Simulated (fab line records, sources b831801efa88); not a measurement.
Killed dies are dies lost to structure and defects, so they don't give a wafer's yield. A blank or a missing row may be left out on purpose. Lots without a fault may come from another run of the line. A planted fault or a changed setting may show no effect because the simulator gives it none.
Problem report in the 8D (eight disciplines) form, filled by code | flow gf180mcu | the parts of the form that need people (team, actions taken, sign-off) are left out

1. THE PROBLEM
run_length_s at GF_PASSIVATION_ETCH_11 reads a mean of 309.8 s on 2 wafers of 1 lot; wafers without a fault read 428.5 s with a standard deviation of 0.51. That is -99 or more standard deviations from the usual mean.
The step: etches the open film in CF4/O2, stops on TiN, target depth 1800 nm, time 400 s.
First seen on wafer L819.2, day 34 00:11, on rie_diel-04. The record holds 38 wafers of 13 lots with a number at this step. Rule for "out", or "out of limits": more than 4 standard deviations from the usual mean. The other wafers with a number count as sound.

2. WHAT IT IS AND WHAT IT IS NOT
question                    | is                           | is not
which readings at this step | run_length_s, oes_product_au | drypump_motor_current_A, throttle_valve_pct
which lots                  | L819                         | L802, L803, L804, L805, L806, L807, L808, L810, L811, L821, L822, L824
which wafers of those lots  | all that have a number       | -
read on which tools         | rie_diel-04                  | rie_diel-02, rie_diel-03
when                        | from day 34 00:11            | up to then (27 sound wafers); but 9 sound wafers of L821, L822, L824 came after

3. SUSPECTS, AND WHAT RULES EACH OUT
Counting: a tool at a process step up to the reading stays a suspect if it ran every lot that is out and no sound lot after the first of them.
- rie_diel-01 at GF_M5_ETCH_09 (etches Si3N4 in CF4/O2, target depth 52 nm, time 11.6 s): ruled out as a lasting fault. Sound lots L821, L824 ran on it after its first lot that is out, L819 (day 31 19:35).
- pvd_sputter-03 at GF_TOP_METAL_SPUTTER_04 (material TiN, target thk 25 nm, time 20.8 s): ruled out as a lasting fault. Sound lots L821, L824 ran on it after its first lot that is out, L819 (day 32 15:20).
- rie_diel-04 at GF_PASSIVATION_ETCH_11 (etches the open film in CF4/O2, stops on TiN, target depth 1800 nm, time 400 s): kept. It ran the lot that is out, L819 (day 34 00:11), and no sound lot after that; its last sound lot up to then is L811 (day 31 19:16). Its own readings are out on those wafers: oes_product_au, run_length_s.
Left after counting: rie_diel-04 at GF_PASSIVATION_ETCH_11.

4. THE CAUSE (what the simulator had put in)
Process parameter drift: rie_diel-04, from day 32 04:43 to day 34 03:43, at GF_PASSIVATION_ETCH_11. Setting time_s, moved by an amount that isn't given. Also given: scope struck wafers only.
Counting left only this tool.

5. THE CHAIN OF EFFECTS, in route order
Each row: a reading whose mean over the struck wafers that have a number lies more than 3 standard deviations from the usual. Only readings for which the record gives a usual standard deviation are gone through. hours: the time from each lot's start at the first step in this table that gives one to its start at this step, as a median over the lots. sigmas: the change in usual standard deviations.
hours | step                    | reading                  | usual      | on struck wafers | change | sigmas
0     | GF_PASSIVATION_ETCH_11  | oes_product_au           | 0.960 a.u. | 0.999            | +0.039 | +5.3
0     | GF_PASSIVATION_ETCH_11  | run_length_s             | 428.5 s    | 309.8            | -118.7 | -99 or more
0     | GF_PASSIVATION_STRIP_12 | strip_time_to_endpoint_s | 34.83 s    | 38.90            | +4.07  | +25
The process steps in it:
- GF_PASSIVATION_ETCH_11: etches the open film in CF4/O2, stops on TiN, target depth 1800 nm, time 400 s.
- GF_PASSIVATION_STRIP_12: strips in O2/N2.

6. WHAT WOULD HAVE CAUGHT IT SOONER
In this record the first reading out of limits was taken at day 34 00:11, 43 hours after the fault began at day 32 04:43.
